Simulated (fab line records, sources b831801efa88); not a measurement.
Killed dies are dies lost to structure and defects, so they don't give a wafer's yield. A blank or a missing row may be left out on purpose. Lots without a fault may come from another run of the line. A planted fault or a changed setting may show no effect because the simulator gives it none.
Which tool did it? | flow sky130 | 13 lots, 39 wafers sampled, at 4 steps of a route of 708

WHAT THE GAUGES READ, wafer by wafer
SKY_POLY_CUT_CD_MEAS_08: target cd 270 nm.
lot  | measured     | on        | cd_nm (nm)
L512 | day 24 01:49 | cd_sem-01 | 269.0 269.2 269.8
L513 | day 24 09:36 | cd_sem-01 | 268.4 270.8 268.9
L514 | day 24 20:11 | cd_sem-01 | 269.4 267.7 267.0
L515 | day 25 08:24 | cd_sem-02 | 269.5 270.2 269.7
L517 | day 26 05:37 | cd_sem-02 | 269.2 269.7 270.0
L518 | day 26 18:55 | cd_sem-01 | 269.9 271.0 269.9
L520 | day 27 18:26 | cd_sem-02 | 269.7 269.9 270.6
L522 | day 27 21:55 | cd_sem-02 | 268.2 269.2 268.5
L523 | day 28 18:36 | cd_sem-02 | 269.2 266.9 267.0
L531 | day 31 00:28 | cd_sem-01 | 269.4 269.4 270.2
L533 | day 31 18:53 | cd_sem-01 | 270.5 271.6 270.6
L534 | day 32 14:55 | cd_sem-02 | 267.3 267.1 268.3
L535 | day 32 14:40 | cd_sem-02 | 270.5 269.3 270.2

SKY_VIA2_OVL_MEAS_13.
lot  | measured     | on         | VIA2_OVL (nm)
L512 | day 36 07:41 | overlay-02 | -1 0 -5
L513 | day 36 12:26 | overlay-02 | 4 4 2
L514 | day 36 21:02 | overlay-01 | -1 6 -2
L515 | day 37 07:56 | overlay-01 | 0 -6 -11
L517 | day 38 05:29 | overlay-01 | -2 -9 -2
L518 | day 38 18:47 | overlay-02 | -2 1 -5
L520 | day 39 12:20 | overlay-01 | -2 -2 4
L522 | day 39 13:29 | overlay-02 | 3 -2 -1
L523 | day 40 08:56 | overlay-01 | -6 -10 -14
L531 | day 42 07:29 | overlay-01 | 6 7 4
L533 | day 43 00:56 | overlay-01 | 7 9 10
L534 | day 43 15:56 | overlay-02 | 6 4 -3
L535 | day 43 15:00 | overlay-01 | 0 -5 -6

WHICH TOOL RAN EACH LOT (tool, then ch and the chambers of the sampled wafers, then the start)
lot  | SKY_SONOS_TUNNEL_CLEAN_13       | SKY_SD_P_STRIP_10
L512 | wet_bench-04 ch 1, day 11 06:27 | plasma_asher-04 ch 0,1, day 25 07:58
L513 | wet_bench-02 ch 0, day 11 18:00 | plasma_asher-02 ch 1, day 25 15:02
L514 | wet_bench-04 ch 0, day 12 03:17 | plasma_asher-04 ch 0,1, day 26 01:43
L515 | wet_bench-04 ch 3, day 12 09:05 | plasma_asher-04 ch 0, day 26 13:56
L517 | wet_bench-04 ch 2, day 13 05:46 | plasma_asher-01 ch 0, day 27 10:35
L518 | wet_bench-02 ch 1, day 13 07:46 | plasma_asher-04 ch 0, day 27 23:29
L520 | wet_bench-02 ch 1, day 14 09:50 | plasma_asher-02 ch 0,1, day 28 23:01
L522 | wet_bench-02 ch 1, day 14 19:06 | plasma_asher-01 ch 0, day 29 02:04
L523 | wet_bench-02 ch 1, day 15 12:05 | plasma_asher-04 ch 0,1, day 29 23:17
L531 | wet_bench-03 ch 3, day 17 21:19 | plasma_asher-02 ch 0,1, day 32 05:04
L533 | wet_bench-02 ch 1, day 18 21:39 | plasma_asher-04 ch 0,1, day 32 23:38
L534 | wet_bench-03 ch 1, day 19 15:29 | plasma_asher-04 ch 1, day 33 17:56
L535 | wet_bench-04 ch 3, day 19 15:48 | plasma_asher-02 ch 0,1, day 33 17:51
- SKY_SONOS_TUNNEL_CLEAN_13: cleans in dHF, time 20 s.
- SKY_SD_P_STRIP_10: strips in O2/N2.

WHAT THE TOOLS THEMSELVES READ (means of the sampled wafers that have a number; where no wafer has one, the mark that the record gives instead)
SKY_SONOS_TUNNEL_CLEAN_13.
lot  | tool         | run_length_s (s)
L512 | wet_bench-04 | 47.7
L513 | wet_bench-02 | 47.9
L514 | wet_bench-04 | 46.1
L515 | wet_bench-04 | 47.0
L517 | wet_bench-04 | 51.9
L518 | wet_bench-02 | 52.5
L520 | wet_bench-02 | 48.1
L522 | wet_bench-02 | 46.9
L523 | wet_bench-02 | 47.0
L531 | wet_bench-03 | 48.0
L533 | wet_bench-02 | 33.8
L534 | wet_bench-03 | 48.2
L535 | wet_bench-04 | 46.9

SKY_SD_P_STRIP_10.
lot  | tool            | drypump_motor_current_A (A) | oes_product_au (a.u.) | strip_time_to_endpoint_s (s)
L512 | plasma_asher-04 | 6.0                         | 0.618                 | 17.51
L513 | plasma_asher-02 | 5.4                         | 0.617                 | 17.49
L514 | plasma_asher-04 | 6.0                         | 0.611                 | 17.45
L515 | plasma_asher-04 | 6.1                         | 0.619                 | 17.52
L517 | plasma_asher-01 | 5.3                         | 0.617                 | 17.47
L518 | plasma_asher-04 | 6.1                         | 0.620                 | 17.51
L520 | plasma_asher-02 | 5.7                         | 0.613                 | 17.53
L522 | plasma_asher-01 | 5.2                         | 0.619                 | 17.48
L523 | plasma_asher-04 | 6.1                         | 0.616                 | 17.58
L531 | plasma_asher-02 | 5.6                         | 0.614                 | 17.47
L533 | plasma_asher-04 | 6.1                         | 0.620                 | 17.58
L534 | plasma_asher-04 | 6.1                         | 0.620                 | 17.49
L535 | plasma_asher-02 | 5.6                         | 0.617                 | 17.47

THE ANSWER, worked out from the rows above alone
Rule: what is usual is taken from the lots themselves. Put in order of their means at a reading, lots are off if they are a third of the lots or fewer, leave a main group of 4 or more, and stand apart from it by a gap of 3 or more times the standard deviation of the main group's means; of several such gaps the widest counts. A main group whose means are all the same, to the digits that the tables above print for the reading, isn't used. A lot without any number at a reading at which 4 lots or more have one is off too. The other lots that the step has rows for count as sound. The gauges are gone through in route order, then the tools' own readings, and for those a lot's mean is taken as printed above. The first step at which some lot is off is used, and at that step the reading that is off furthest; a lot without a number counts as furthest.
Off: L533, at SKY_SONOS_TUNNEL_CLEAN_13 (run_length_s). The main group: mean 48.2 s, standard deviation 1.9.
A tool fits if, at that step or a process step before it, it ran every lot that is off, and no sound lot after the first of them. One fits: wet_bench-02 at SKY_SONOS_TUNNEL_CLEAN_13. Its last sound lot is L523 (day 15 12:05), its first lot that is off L533 (day 18 21:39): a fault that began between those two fits.
The tool's own readings at SKY_SONOS_TUNNEL_CLEAN_13 bear it out: on the lots that are off they differ by more than 5 times the standard deviation of the sound lots' means. run_length_s reads 33.8 s there against 48.2 s on the sound lots.

WHAT THE SIMULATOR HAD PUT IN
Process parameter drift: wet_bench-02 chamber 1, from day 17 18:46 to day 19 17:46, at SKY_SONOS_TUNNEL_CLEAN_13. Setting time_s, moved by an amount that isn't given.
Lots struck among those shown: L533. The rule above found the same.
